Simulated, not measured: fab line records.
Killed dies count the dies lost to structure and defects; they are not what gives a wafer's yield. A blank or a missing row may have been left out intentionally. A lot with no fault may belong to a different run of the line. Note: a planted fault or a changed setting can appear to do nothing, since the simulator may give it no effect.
Comparing a struck lot with a sound one    flow gf180mcu    15 steps out of a route of 602
Sound: wafers L663.3, L663.5, L663.6. Wafers L672.1, L672.2, L672.4 were the ones struck. At the end, the cause is stated.
Each step with rows lists, per side, the tool, then ch with its chambers, then its first start. Under that, the readings that differ: sound wafers    struck wafers    difference of the means    sigmas: that difference in standard deviations of wafers without a fault.
alike: words and numbers the same on both sides, and readings whose means are apart by under 2 such deviations; not compared: readings that were withheld, readings missing a value for some wafer, numbers with overlapping values and no deviation given by the record, and bounds like >300 which may hide the same value.
The two part at a step that has a row with sigmas, a row that says differs or no value, or rows on one side only. Numbers that have no deviation but don't overlap get no sigmas and don't part them. A reading that every wafer of one side lacks parts them only if that side has two wafers or more.

GF_V3_OVL_MEAS_15:
  sound on overlay-01, day 22 12:42; struck on overlay-01, day 26 17:16
  alike: V3_OVL
then, 1 step without rows for these wafers: GF_V3_ETCH_16 (etches BARC in N2/H2).
GF_V3_ETCH_17: etches SiO2 in C4F8/O2/Ar, stops on TiN, target depth 635 nm.
  sound on rieDiel-04 ch 0,2; struck on rieDiel-03 ch 1,2,3
  alike: oesProductAu
GF_V3_STRIP_18: strips in O2/N2.
  sound on plasmaAsher-01 ch 0,1, day 22 12:53; struck on plasmaAsher-02 ch 0,1, day 26 17:26
  alike: drypumpMotorCurrentA, heaterPowerW, oesProductAu
  not compared: rfHoursCounterH
then, 4 steps without rows for these wafers: GF_V3_STRIP_19 (strips in post etch residue remover, time 1200 s); GF_V3_CLEAN_20 (cleans in DIW); GF_V3_SPUTTER_21 (material Ti, target thk 15 nm, time 80.02 s); GF_V3_SPUTTER_22 (material TiN, target thk 10 nm, time 40 s).
GF_V3_CVD_23: deposits W, target thk 350 nm, time 104.9 s.
  sound on cvdW-02 ch 0,1, day 22 13:34; struck on cvdW-02 ch 0,1, day 26 18:04
  alike: chamberPressureTorr, heaterPowerW
GF_V3_RS_MEAS_24: uses a four-point probe to measure.
  sound on filmMetro-03, day 22 13:41; struck on filmMetro-02, day 26 18:10
  alike: V3_W_RS
GF_V3_THK_MEAS_25: measures by xrf.
  sound on filmMetro-03, day 22 13:47; struck on filmMetro-02, day 26 18:17
  alike: V3_W_THK
GF_V3_CMP_26: polishes, stops on SiO2, t overpolish 15 s, target thk 0 nm.
  sound on cmp-01 ch 0,1, day 22 13:52; struck on cmp-01 ch 0,1,2, day 26 18:21
  alike: edgeZonePressureFrac, motorCurrentA, overpolishRunS, timeToEndpointS
GF_M4_SPUTTER_00: material Ti, target thk 37.5 nm, time 150 s.
  sound on pvdSputter-03, day 22 14:07; struck on pvdSputter-01, day 26 18:39
reading                               sound              struck             difference  sigmas
model.Ti_of_M4_SPUTTER_00.thkNm (nm)  36.86 37.27 38.05  36.04 35.95 36.34  -1.28       
  alike: throttleValvePct
GF_M4_SPUTTER_01: material TiN, target thk 30 nm, time 25 s.
  sound on pvdSputter-03, day 22 14:13; struck on pvdSputter-01, day 26 18:45
  alike: throttleValvePct
-- the record jumps here: 6 days lie between the struck wafers' starts before and after (it left off in module M4 and takes up again in module PASSIVATION, whose first step shown is number 602 of the route) --
GF_PASSIVATION_PROBE_99:
  only the struck wafers here have rows in the record (prober-02, day 32 14:49); the sound ones have none

== WHERE THEY PART ==
Within this record, at GF_PASSIVATION_PROBE_99 only.

WHY: the cause the simulator had injected
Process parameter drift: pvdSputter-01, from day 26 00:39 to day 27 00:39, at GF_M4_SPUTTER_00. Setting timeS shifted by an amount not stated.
